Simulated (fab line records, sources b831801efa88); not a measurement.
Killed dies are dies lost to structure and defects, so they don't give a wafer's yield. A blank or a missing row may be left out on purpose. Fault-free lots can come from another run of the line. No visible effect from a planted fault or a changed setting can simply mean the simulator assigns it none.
fab line records    flow gf180mcu    part 1 of 2: steps 1 to 27 of 40
record lots=5  wafers=15  last_day=33
route steps=602 shown DUAL_GATE@146 POLY_GATE@157 HV_LDD@176
lots that met no fault: taken from a fault-free run of the same line
start_h: the number of hours between the record's first day and the start of the first shown wafer of the lot    wait_h: hours since the lot's step before    " as in the row above    L1.1+2: a row that stands for several wafers    - no value, or no start given    * or withheld: withheld    < > ~ a bound
route shown NAME@n: NAME is a module with steps in the file, n the number in the route of the first one    usual: mean and standard deviation over wafers with no fault    same: alike in all rows    chamber/n: place in a boat    sites: readings site by site    _std_site: standard deviation across them    _edge_site: inner sites' mean taken away from outer sites' mean    radius_mm: for every site, how far away it sits from the centre of the wafer    mask NAME#n: copy n    behind: the tool/chamber that last shaped the wafer    hold: cause of the lot's hold/its duration in hours/its outcome    device: names the non-switching transistor (n, p or np)    end of line: the tests these same wafers got at the end of their route    for a step that has no rows: nothing shown but its recipe    killed: not the wafer's yield, but the dies lost to structure and defects at the first sort    map: a wafer's dies, x killed, . not, _ none there
set.NAME: the setting the step ran with; set.NAME@STEP: the setting that earlier step ran with    model.NAME: the simulator's own value behind a step, which no gauge read
certain route steps with their lots: each step a table, each wafer a row
services: the hour from which a tool's chamber was out of use, counted from the record's first day as start_h (under 0 if before that day), plus the number of hours and why
## steps
# step GF_DUAL_GATE_HMDS_05
# recipe prime_time_s=60  prime_temp_c=120
lot.wafer   tool            chamber  start_h  wait_h
L074.1+2+5  litho_track-01  0        178.75   0.1
L082.1+2+6  litho_track-04  0        224.66   0.1
L087.2+3+4  litho_track-03  0        261.85   0.1
L090.3+5+6  litho_track-01  0        273.39   0.1
L092.3+4+6  litho_track-03  0        289.12   0.1
# step GF_DUAL_GATE_COAT_06
# recipe resist=NOVOLAK  spin_rpm=3000  resist_thk_nm=1000
lot.wafer   tool            chamber  start_h  wait_h
L074.1+2+5  litho_track-01  0        178.90   0.1
L082.1+2+6  litho_track-04  0        224.81   0.1
L087.2+3+4  litho_track-03  0        262.00   0.1
L090.3+5+6  litho_track-01  0        273.54   0.1
L092.3+4+6  litho_track-03  0        289.27   0.1
# step GF_DUAL_GATE_SOFTBAKE_07
# recipe temp_c=90  time_s=60  resist=NOVOLAK
lot.wafer   tool            chamber  start_h  wait_h
L074.1+2+5  litho_track-01  0        179.05   0.1
L082.1+2+6  litho_track-04  0        224.96   0.1
L087.2+3+4  litho_track-03  0        262.15   0.1
L090.3+5+6  litho_track-01  0        273.69   0.1
L092.3+4+6  litho_track-03  0        289.42   0.1
# step GF_DUAL_GATE_EXPOSE_08
# recipe mask_id=Dualgate  target_cd_nm=700  na=0.6  source_shape=conventional  sigma_outer=0.6  dose_mj=140
# usual stage_vel_mm_s=499.98/0.28
lot.wafer  tool              chamber  start_h  wait_h  mask        stage_vel_mm_s
L074.1     iline_stepper-01  0        -        -       Dualgate#0  499.99
L074.2     "                 0        "        "       Dualgate#0  499.44
L074.5     "                 0        "        "       Dualgate#0  500.00
L082.1     iline_stepper-01  0        -        -       Dualgate#0  499.89
L082.2     "                 0        "        "       Dualgate#0  500.13
L082.6     "                 0        "        "       Dualgate#0  500.13
L087.2     iline_stepper-01  0        -        -       Dualgate#0  500.07
L087.3     "                 0        "        "       Dualgate#0  499.85
L087.4     "                 0        "        "       Dualgate#0  499.69
L090.3     iline_stepper-01  0        -        -       Dualgate#0  499.23
L090.5     "                 0        "        "       Dualgate#0  499.44
L090.6     "                 0        "        "       Dualgate#0  499.47
L092.3     iline_stepper-02  0        -        -       Dualgate#0  499.98
L092.4     "                 0        "        "       Dualgate#0  500.17
L092.6     "                 0        "        "       Dualgate#0  499.70
# step GF_DUAL_GATE_PEB_09
# recipe temp_c=withheld  time_s=*  resist=NOVOLAK
lot.wafer   tool            chamber  start_h  wait_h
L074.1+2+5  litho_track-04  0        -        -
L082.1+2+6  litho_track-03  0        -        -
L087.2+3+4  litho_track-03  0        -        -
L090.3+5+6  litho_track-03  0        -        -
L092.3+4+6  litho_track-01  0        -        -
# step GF_DUAL_GATE_DEVELOP_10
# recipe develop_time_s=60  dev_temp_c=23
lot.wafer   tool            chamber  start_h  wait_h
L074.1+2+5  litho_track-04  0        187.26   0.1
L082.1+2+6  litho_track-03  0        233.77   0.1
L087.2+3+4  litho_track-03  0        272.05   0.1
L090.3+5+6  litho_track-03  0        283.72   0.1
L092.3+4+6  litho_track-01  0        299.39   0.1
# step GF_DUAL_GATE_OVL_MEAS_11
# usual DUAL_GATE_OVL=-1.0/1.5
lot.wafer  tool        chamber  start_h  wait_h  DUAL_GATE_OVL[nm]
L074.1     overlay-01  -        187.41   0.1     0.9
L074.2     "           -        "        "       -0.9
L074.5     "           -        "        "       -1.9
L082.1     overlay-02  -        233.92   0.1     -1.3
L082.2     "           -        "        "       -1.8
L082.6     "           -        "        "       0.0
L087.2     overlay-01  -        272.18   0.1     -1.7
L087.3     "           -        "        "       -0.4
L087.4     "           -        "        "       -2.2
L090.3     overlay-02  -        283.83   0.1     2.4
L090.5     "           -        "        "       -2.1
L090.6     "           -        "        "       1.9
L092.3     overlay-01  -        299.51   0.1     -3.4
L092.4     "           -        "        "       -4.6
L092.6     "           -        "        "       -1.3
# step GF_DUAL_GATE_WET_ETCH_12
# recipe chemistry=dHF  target_depth_nm=13  dry=n2_spin  target=SiO2  temp_c=25  dilution=100:1  time_s=260
lot.wafer   tool          chamber  start_h  wait_h
L074.1+2+5  wet_bench-01  0        187.45   0.0
L082.1+2+6  wet_bench-01  0        233.96   0.0
L087.2+3+4  wet_bench-03  1        272.21   0.0
L090.3+5+6  wet_bench-01  3        283.86   0.0
L092.3+4+6  wet_bench-03  2        299.53   0.0
# step GF_DUAL_GATE_STRIP_13
# recipe chemistry=O2/N2  power_w=1400  pressure_mtorr=1500  platen_temp_c=250  o2_flow_sccm=3000  n2_flow_sccm=300  overash_fraction=0.5
# usual chamber_pressure_mTorr=1499.9/1.3  drypump_motor_current_A=5.6/0.62  heater_power_w=348/19  oes_product_au=0.716/0.0046  strip_time_to_endpoint_s=12.63/0.032
lot.wafer  tool             chamber  start_h  wait_h  chamber_pressure_mTorr  drypump_motor_current_A  heater_power_w  oes_product_au  rf_hours_counter_h  strip_time_to_endpoint_s
L074.1     plasma_asher-01  1        187.54   0.0     1499.4                  5.1                      394             0.715           32                  12.57
L074.2     "                0        "        "       1502.5                  6.1                      329             0.711           32                  12.57
L074.5     "                1        "        "       1498.7                  5.1                      385             0.720           -                   12.58
L082.1     plasma_asher-02  1        234.04   0.0     1500.2                  4.6                      337             0.721           62                  12.63
L082.2     "                0        "        "       1501.8                  5.1                      353             0.716           62                  12.67
L082.6     "                0        "        "       1501.6                  5.1                      354             0.717           -                   12.66
L087.2     plasma_asher-04  0        272.30   0.0     1499.4                  5.5                      333             0.716           63                  12.61
L087.3     "                0        "        "       1499.0                  5.5                      328             0.716           -                   12.63
L087.4     "                1        "        "       1500.2                  6.5                      342             0.714           -                   12.62
L090.3     plasma_asher-04  0        283.99   0.0     1499.0                  5.5                      331             0.710           -                   12.61
L090.5     "                1        "        "       1501.6                  6.5                      351             0.709           -                   12.60
L090.6     "                0        "        "       1502.5                  5.5                      345             0.711           -                   12.58
L092.3     plasma_asher-04  1        299.64   0.0     1502.8                  6.4                      352             0.706           -                   12.64
L092.4     "                0        "        "       1500.2                  5.5                      337             0.725           -                   12.63
L092.6     "                1        "        "       1499.2                  6.4                      346             0.719           -                   12.64
# step GF_DUAL_GATE_CLEAN_14
# recipe chemistry=SC1/SC2  mix=1:4:20  temp_c=70  time_s=150  dry=n2_spin
lot.wafer   tool          chamber  start_h  wait_h
L074.1+2+5  wet_bench-04  0        187.64   0.1
L082.1+2+6  wet_bench-03  3        234.14   0.1
L087.2+3+4  wet_bench-01  0        272.40   0.1
L090.3+5+6  wet_bench-01  0        284.05   0.0
L092.3+4+6  wet_bench-04  1        299.71   0.0
# step GF_DUAL_GATE_OXIDATION_15
# recipe temp_c=850  ambient=O2  stabilise_s=600  purge_s=300  target_thk_a=70.98  ox_time_s=1995
# usual ox_temp_c_max=853.5/1.4  spike_tc_lower_C=849.7/1.1  zone_power_bottom_pct=30.8/0.45  zone_power_centre_pct=15.4/1.9
lot.wafer  tool        chamber  start_h  wait_h  ox_temp_c_max  spike_tc_lower_C  zone_power_bottom_pct  zone_power_centre_pct
L074.1     furnace-01  0        187.69   0.0     851.3          849.0             30.5                   13.9
L074.2     "           0        "        "       852.7          849.3             30.5                   14.1
L074.5     "           0        "        "       852.0          850.3             30.3                   14.3
L082.1     furnace-01  0        234.66   0.5     852.9          846.3             30.7                   14.3
L082.2     "           0        "        "       853.0          849.5             31.0                   14.3
L082.6     "           0        "        "       852.6          848.9             30.5                   14.3
L087.2     furnace-01  0        272.83   0.4     853.5          850.0             30.4                   14.2
L087.3     "           0        "        "       852.5          850.0             30.4                   14.3
L087.4     "           0        "        "       853.3          849.2             30.7                   14.5
L090.3     furnace-02  0        284.11   0.0     855.0          850.8             31.5                   18.3
L090.5     "           0        "        "       855.3          850.9             31.0                   18.3
L090.6     "           0        "        "       855.1          851.4             31.2                   18.3
L092.3     furnace-01  0        299.84   0.1     852.3          848.2             30.4                   14.1
L092.4     "           0        "        "       852.6          849.0             30.8                   14.2
L092.6     "           0        "        "       851.8          849.1             30.8                   14.2
# step GF_POLY_GATE_CVD_00
# recipe material=poly-Si  target_thk_nm=200  temp_c=620  time_s=1200  pressure_mtorr=200
# usual spike_tc_lower_C=620.7/1.2  zone_power_bottom_pct=14.3/1.1  zone_power_centre_pct=8.5/1.1
lot.wafer  tool      chamber  start_h  wait_h  spike_tc_lower_C  zone_power_bottom_pct  zone_power_centre_pct
L074.1     lpcvd-01  0        189.25   0.0     621.6             13.8                   8.3
L074.2     "         0        "        "       622.3             13.4                   8.2
L074.5     "         0        "        "       621.3             13.6                   8.4
L082.1     lpcvd-02  1        236.21   0.0     623.8             16.1                   8.4
L082.2     "         1        "        "       619.4             15.7                   8.2
L082.6     "         1        "        "       618.7             15.7                   8.4
L087.2     lpcvd-01  1        274.38   0.0     619.3             13.5                   7.0
L087.3     "         1        "        "       619.3             13.5                   7.0
L087.4     "         1        "        "       619.5             13.5                   6.9
L090.3     lpcvd-02  1        285.67   0.0     620.8             16.0                   8.4
L090.5     "         1        "        "       619.3             15.6                   8.2
L090.6     "         1        "        "       618.8             15.8                   8.4
L092.3     lpcvd-02  1        301.39   0.0     619.8             15.9                   8.3
L092.4     "         1        "        "       620.4             15.8                   8.4
L092.6     "         1        "        "       620.4             16.0                   8.3
# step GF_POLY_GATE_THK_MEAS_01
# recipe reads=poly-Si_of_POLY_GATE_CVD_00
# usual POLY_GATE_CVD_00_THK=200.7/1.9
lot.wafer  tool           chamber  start_h  wait_h  POLY_GATE_CVD_00_THK[nm]
L074.1     film_metro-04  -        190.58   0.0     203.6
L074.2     "              -        "        "       203.0
L074.5     "              -        "        "       204.2
L082.1     film_metro-04  -        237.54   0.0     198.1
L082.2     "              -        "        "       196.6
L082.6     "              -        "        "       199.2
L087.2     film_metro-03  -        275.73   0.0     199.4
L087.3     "              -        "        "       200.2
L087.4     "              -        "        "       198.3
L090.3     film_metro-03  -        287.02   0.0     200.2
L090.5     "              -        "        "       199.7
L090.6     "              -        "        "       200.6
L092.3     film_metro-01  -        302.75   0.0     202.6
L092.4     "              -        "        "       205.2
L092.6     "              -        "        "       203.1
# step GF_POLY_GATE_DEHYDRATE_02
# recipe temp_c=200  time_s=60
lot.wafer   tool            chamber  start_h  wait_h
L074.1+2+5  litho_track-01  0        198.05   7.5
L082.1+2+6  litho_track-04  0        246.41   8.9
L087.2+3+4  litho_track-04  0        284.84   9.1
L090.3+5+6  litho_track-02  0        296.33   9.3
L092.3+4+6  litho_track-02  0        312.23   9.5
# step GF_POLY_GATE_HMDS_03
# recipe prime_time_s=60  prime_temp_c=120
lot.wafer   tool            chamber  start_h  wait_h
L074.1+2+5  litho_track-01  0        198.20   0.1
L082.1+2+6  litho_track-04  0        246.56   0.1
L087.2+3+4  litho_track-04  0        284.99   0.1
L090.3+5+6  litho_track-02  0        296.48   0.1
L092.3+4+6  litho_track-02  0        312.38   0.1
# step GF_POLY_GATE_COAT_04
# recipe resist=BARC  temp_c=withheld  time_s=withheld  spin_rpm=withheld  resist_thk_nm=withheld
lot.wafer   tool            chamber  start_h  wait_h
L074.1+2+5  litho_track-01  0        198.35   0.1
L082.1+2+6  litho_track-04  0        246.71   0.1
L087.2+3+4  litho_track-04  0        285.14   0.1
L090.3+5+6  litho_track-02  0        296.63   0.1
L092.3+4+6  litho_track-02  0        312.53   0.1
# step GF_POLY_GATE_COAT_05
# recipe resist=KrF  spin_rpm=withheld  resist_thk_nm=700
lot.wafer   tool            chamber  start_h  wait_h
L074.1+2+5  litho_track-01  0        -        -
L082.1+2+6  litho_track-04  0        -        -
L087.2+3+4  litho_track-04  0        -        -
L090.3+5+6  litho_track-02  0        -        -
L092.3+4+6  litho_track-02  0        -        -
# step GF_POLY_GATE_SOFTBAKE_06
# recipe temp_c=130  time_s=60  resist=KrF
lot.wafer   tool            chamber  start_h  wait_h
L074.1+2+5  litho_track-01  0        -        -
L082.1+2+6  litho_track-04  0        -        -
L087.2+3+4  litho_track-04  0        -        -
L090.3+5+6  litho_track-02  0        -        -
L092.3+4+6  litho_track-02  0        -        -
# step GF_POLY_GATE_EXPOSE_07
# recipe mask_id=Poly2  target_cd_nm=280  na=0.68  source_shape=conventional  sigma_outer=0.6  dose_mj=28
# usual stage_vel_mm_s=500.01/0.26
lot.wafer  tool            chamber  start_h  wait_h  mask     stage_vel_mm_s
L074.1     krf_scanner-01  0        -        -       Poly2#0  500.18
L074.2     "               0        "        "       Poly2#0  500.22
L074.5     "               0        "        "       Poly2#0  500.05
L082.1     krf_scanner-02  0        -        -       Poly2#0  500.12
L082.2     "               0        "        "       Poly2#0  500.00
L082.6     "               0        "        "       Poly2#0  500.02
L087.2     krf_scanner-01  0        -        -       Poly2#0  499.75
L087.3     "               0        "        "       Poly2#0  499.70
L087.4     "               0        "        "       Poly2#0  500.17
L090.3     krf_scanner-02  0        -        -       Poly2#0  500.56
L090.5     "               0        "        "       Poly2#0  500.54
L090.6     "               0        "        "       Poly2#0  500.50
L092.3     krf_scanner-02  0        -        -       Poly2#0  500.03
L092.4     "               0        "        "       Poly2#0  499.67
L092.6     "               0        "        "       Poly2#0  499.68
# step GF_POLY_GATE_PEB_08
# recipe peb_temp_c=135  peb_time_s=90  resist=KrF
lot.wafer   tool            chamber  start_h  wait_h
L074.1+2+5  litho_track-01  0        -        -
L082.1+2+6  litho_track-02  0        -        -
L087.2+3+4  litho_track-04  0        -        -
L090.3+5+6  litho_track-01  0        -        -
L092.3+4+6  litho_track-04  0        -        -
# step GF_POLY_GATE_DEVELOP_09
# recipe develop_time_s=60  resist=KrF  dev_temp_c=21
lot.wafer   tool            chamber  start_h  wait_h
L074.1+2+5  litho_track-01  0        207.25   0.2
L082.1+2+6  litho_track-02  0        256.03   0.2
L087.2+3+4  litho_track-04  0        295.09   0.2
L090.3+5+6  litho_track-01  0        306.79   0.1
L092.3+4+6  litho_track-04  0        322.61   0.1
# step GF_POLY_GATE_CD_MEAS_10
# recipe target_cd_nm=280
# usual cd_nm=279.9/1.5
lot.wafer  tool       chamber  start_h  wait_h  cd_nm
L074.1     cd_sem-01  -        207.40   0.1     280.2
L074.2     "          -        "        "       280.0
L074.5     "          -        "        "       278.8
L082.1     cd_sem-01  -        256.18   0.1     276.7
L082.2     "          -        "        "       278.1
L082.6     "          -        "        "       277.2
L087.2     cd_sem-02  -        295.23   0.1     283.2
L087.3     "          -        "        "       282.5
L087.4     "          -        "        "       283.5
L090.3     cd_sem-02  -        306.93   0.1     277.7
L090.5     "          -        "        "       279.1
L090.6     "          -        "        "       278.1
L092.3     cd_sem-02  -        322.75   0.1     279.5
L092.4     "          -        "        "       279.5
L092.6     "          -        "        "       279.1
# step GF_POLY_GATE_OVL_MEAS_11
# usual POLY_GATE_OVL=0/6.5
lot.wafer  tool        chamber  start_h  wait_h  POLY_GATE_OVL[nm]
L074.1     overlay-01  -        207.52   0.1     -5
L074.2     "           -        "        "       -7
L074.5     "           -        "        "       -15
L082.1     overlay-01  -        256.30   0.1     3
L082.2     "           -        "        "       3
L082.6     "           -        "        "       -8
L087.2     overlay-02  -        295.34   0.1     -4
L087.3     "           -        "        "       -2
L087.4     "           -        "        "       -1
L090.3     overlay-01  -        307.03   0.1     -3
L090.5     "           -        "        "       -7
L090.6     "           -        "        "       -2
L092.3     overlay-01  -        322.84   0.1     -5
L092.4     "           -        "        "       1
L092.6     "           -        "        "       3
# step GF_POLY_GATE_ETCH_12
# recipe chemistry=N2/H2  target_depth_a=withheld  overetch_a=withheld  time_s=withheld  target=BARC  ion_energy_ev=200  source_w=500  bias_w=100  pressure_mtorr=30  n2_flow_sccm=100  h2_flow_sccm=200
# usual chamber_pressure_mTorr=30.003/0.027  drypump_motor_current_A=5.7/0.52  h2_flow_sccm=200.1/0.62  oes_product_au=0.735/0.0047  throttle_valve_pct=13.214/0.009
lot.wafer  tool         chamber  start_h  wait_h  chamber_pressure_mTorr  drypump_motor_current_A  h2_flow_sccm  oes_product_au  throttle_valve_pct
L074.1     rie_diel-03  3        207.55   0.0     30.037                  5.9                      199.8         0.733           13.219
L074.2     "            0        "        "       30.055                  5.4                      200.2         0.731           13.205
L074.5     "            2        "        "       30.032                  4.8                      200.3         0.734           13.227
L082.1     rie_diel-01  3        256.34   0.0     29.977                  6.6                      199.7         0.733           13.218
L082.2     "            2        "        "       30.032                  5.6                      200.7         0.747           13.211
L082.6     "            1        "        "       30.058                  6.3                      200.6         0.727           13.239
L087.2     rie_diel-01  1        295.37   0.0     29.987                  6.3                      200.5         0.738           13.204
L087.3     "            3        "        "       30.001                  6.6                      201.0         0.738           13.211
L087.4     "            2        "        "       29.991                  5.6                      200.2         0.730           13.222
L090.3     rie_diel-03  2        307.05   0.0     30.016                  4.8                      200.5         0.735           13.217
L090.5     "            1        "        "       30.032                  5.4                      200.2         0.734           13.203
L090.6     "            3        "        "       29.991                  5.9                      199.7         0.740           13.203
L092.3     rie_diel-04  0        322.87   0.0     30.022                  5.2                      199.5         0.743           13.208
L092.4     "            1        "        "       30.032                  5.6                      200.6         0.732           13.210
L092.6     "            0        "        "       30.024                  5.2                      200.9         0.735           13.211
# step GF_POLY_GATE_ETCH_13
# recipe target=poly-Si  target_depth_nm=198.5  stop_on=SiO2  over_etch_frac=0.403  chemistry=HBr/Cl2  icp_w=400  bias_w=100  pressure_mtorr=10  HBr_flow_sccm=150  Cl2_flow_sccm=50  time_s=69.6
# usual chamber_pressure_mTorr=10.000/0.0087  drypump_motor_current_A=5.6/0.59  oes_product_au=0.992/0.007  throttle_valve_pct=33.684/0.0092
lot.wafer  tool       chamber  start_h  wait_h  chamber_pressure_mTorr  drypump_motor_current_A  oes_product_au  rf_hours_counter_h  throttle_valve_pct
L074.1     rie_si-01  3        207.60   -       10.003                  5.0                      0.989           43                  33.677
L074.2     "          1        "        "       10.010                  6.2                      0.988           2                   33.684
L074.5     "          3        "        "       10.008                  5.0                      0.992           -                   33.661
L082.1     rie_si-02  2        256.39   -       10.003                  5.1                      0.979           72                  33.696
L082.2     "          1        "        "       10.009                  5.7                      0.987           62                  33.680
L082.6     "          1        "        "       10.002                  5.7                      0.998           -                   33.681
L087.2     rie_si-01  0        295.42   -       9.986                   6.4                      1.000           50                  33.671
L087.3     "          2        "        "       9.988                   5.2                      0.992           4                   33.686
L087.4     "          1        "        "       9.989                   6.2                      0.984           3                   33.693
L090.3     rie_si-02  3        307.10   -       9.989                   6.2                      0.988           90                  33.690
L090.5     "          1        "        "       10.007                  5.7                      0.993           -                   33.699
L090.6     "          0        "        "       9.994                   4.8                      0.987           -                   33.701
L092.3     rie_si-01  3        322.92   -       9.989                   5.0                      0.991           44                  33.696
L092.4     "          2        "        "       9.988                   5.2                      1.004           4                   33.680
L092.6     "          1        "        "       10.001                  6.3                      1.002           -                   33.688
# step GF_POLY_GATE_STRIP_14
# recipe chemistry=O2/N2  power_w=1400  pressure_mtorr=1500  platen_temp_c=250  o2_flow_sccm=3000  n2_flow_sccm=300  overash_fraction=0.5
# usual chamber_pressure_mTorr=1500.0/1.4  drypump_motor_current_A=5.6/0.61  heater_power_w=336/15  oes_product_au=0.504/0.0048
lot.wafer  tool             chamber  start_h  wait_h  chamber_pressure_mTorr  drypump_motor_current_A  heater_power_w  oes_product_au  rf_hours_counter_h
L074.1     plasma_asher-04  1        207.66   0.0     1500.7                  6.4                      354             0.501           56
L074.2     "                0        "        "       1496.7                  5.5                      333             0.502           56
L074.5     "                0        "        "       1502.0                  5.5                      338             0.500           -
L082.1     plasma_asher-04  1        256.44   0.0     1499.3                  6.4                      343             0.497           61
L082.2     "                0        "        "       1499.7                  5.5                      336             0.512           61
L082.6     "                1        "        "       1498.4                  6.4                      348             0.505           -
L087.2     plasma_asher-03  1        295.47   0.0     1501.4                  5.5                      329             0.507           20
L087.3     "                1        "        "       1499.1                  5.5                      334             0.504           -
L087.4     "                0        "        "       1498.7                  6.2                      315             0.508           -
L090.3     plasma_asher-02  1        307.19   0.1     1500.5                  4.6                      340             0.513           -
L090.5     "                0        "        "       1498.6                  5.1                      355             0.505           -
L090.6     "                1        "        "       1500.2                  4.6                      354             0.503           -
L092.3     plasma_asher-04  1        323.01   0.1     1500.0                  6.5                      343             0.510           -
L092.4     "                0        "        "       1502.3                  5.5                      332             0.498           -
L092.6     "                1        "        "       1500.2                  6.5                      343             0.500           -
# step GF_POLY_GATE_CLEAN_15
# recipe chemistry=SC1/SC2  mix=1:4:20  temp_c=70  time_s=150  dry=n2_spin
lot.wafer   tool          chamber  start_h  wait_h
L074.1+2+5  wet_bench-01  1        207.76   0.1
L082.1+2+6  wet_bench-03  3        256.54   0.1
L087.2+3+4  wet_bench-03  3        295.57   0.1
L090.3+5+6  wet_bench-02  3        307.26   0.0
L092.3+4+6  wet_bench-03  2        323.07   0.0
